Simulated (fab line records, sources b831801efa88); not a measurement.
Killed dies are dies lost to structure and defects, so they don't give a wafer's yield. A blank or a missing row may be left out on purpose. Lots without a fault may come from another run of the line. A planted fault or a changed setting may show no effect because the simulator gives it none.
Chamber matching | flow gf180mcu | GF_V4_CMP_04 on cmp-02: 4 sister chambers
The step polishes SiO2. 8 wafers are shown with their chamber, then 12 later ones without.

WAFERS WITH THEIR CHAMBER
wafer  | chamber | motor_current_A (A) | time_to_endpoint_s (s)
L086.3 | 3       | 11.9                | 67
L086.4 | 0       | 12.5                | 75
L088.3 | 1       | 12.4                | 78
L088.4 | 3       | 12.6                | 73
L088.6 | 0       | 12.5                | 78
L089.1 | 2       | 14.1                | 72
L089.2 | 1       | 12.5                | 77
L089.6 | 2       | 14.2                | 79

WAFERS WITHOUT THEIR CHAMBER
wafer  | motor_current_A (A) | time_to_endpoint_s (s)
L089.3 | 12.6                | 69
L089.4 | 12.4                | 76
L089.5 | 12.2                | 73
L091.1 | 12.7                | 76
L091.4 | 12.9                | 76
L091.5 | 12.4                | 73
L095.1 | 12.8                | 77
L095.2 | 14.3                | 75
L095.3 | 12.6                | 69
L097.1 | 12.4                | 74
L097.4 | 13.7                | 81
L097.6 | 11.9                | 78

WHICH CHAMBER EACH WENT THROUGH
wafer  | from the rows above          | in truth
L089.3 | can't be placed: 3 or 0 or 1 | 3
L089.4 | can't be placed: 0 or 1 or 3 | 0
L089.5 | can't be placed: 3 or 0 or 1 | 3
L091.1 | can't be placed: 0 or 1 or 3 | 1
L091.4 | can't be placed: 0 or 1 or 3 | 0
L091.5 | can't be placed: 3 or 0 or 1 | 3
L095.1 | can't be placed: 0 or 1 or 3 | 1
L095.2 | 2                            | 2
L095.3 | can't be placed: 3 or 0 or 1 | 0
L097.1 | can't be placed: 0 or 1 or 3 | 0
L097.4 | 2                            | 2
L097.6 | can't be placed: 1 or 0 or 3 | 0
Placed correctly: 2 of 12. Can't be placed from these rows: 10 (the true chamber is among the candidates in 10). Placed wrongly: 0.
How it was worked out, from the rows above alone: a wafer's distance from a chamber is the root of the sum, over the readings, of the square of ((its reading less the chamber's mean) divided by the reading's scatter). The wafer belongs to the nearest chamber; if the next one is less than 2 further off, it can't be placed. A chamber's mean is the mean of its shown wafers. The scatter: the root of (the sum of the squares of (reading less its chamber's mean) over the shown wafers, divided by (wafers less chambers)).
